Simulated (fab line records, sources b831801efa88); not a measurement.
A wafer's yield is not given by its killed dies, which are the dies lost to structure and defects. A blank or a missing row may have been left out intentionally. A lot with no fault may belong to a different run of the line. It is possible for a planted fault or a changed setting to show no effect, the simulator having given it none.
Matching of chambers -- flow gf180mcu -- GF_V4_ETCH_16 on rieDiel-02: 4 sister chambers
The step etches BARC in N2/H2. 4 wafers are shown with their chamber, then 10 later ones without.

== EACH WAFER AND ITS CHAMBER ==
wafer,chamber,drypumpMotorCurrentA (A)
L082.1,1,5.7
L082.3,2,5.5
L083.3,3,4.8
L083.5,0,6.0

== WAFERS WITHOUT THEIR CHAMBER ==
wafer,drypumpMotorCurrentA (A)
L083.6,4.7
L087.1,6.0
L087.4,4.7
L087.6,4.8
L092.1,5.5
L092.3,4.8
L092.6,4.7
L091.2,6.0
L091.5,5.5
L091.6,4.7

== EACH ONE'S CHAMBER ==
wafer,from the rows above,in truth
L083.6,3,3
L087.1,0,0
L087.4,3,3
L087.6,3,3
L092.1,2,2
L092.3,3,3
L092.6,3,3
L091.2,0,0
L091.5,2,2
L091.6,3,3
Correctly placed: 10 of 10. Can't be placed from these rows: 0. Placed wrongly: 0.
How it was worked out, from the rows above alone: a wafer's distance from a chamber is the root of the sum, over the readings, of the square of ((its reading less the chamber's mean) divided by the reading's scatter). The wafer belongs to the nearest chamber; if the next one is less than 2 further off, it can't be placed. Each chamber's mean is taken over the wafers shown for it. The scatter (one wafer shown for each chamber): square how far every hidden wafer sits from the nearest shown wafer, average those squares and take the square root.
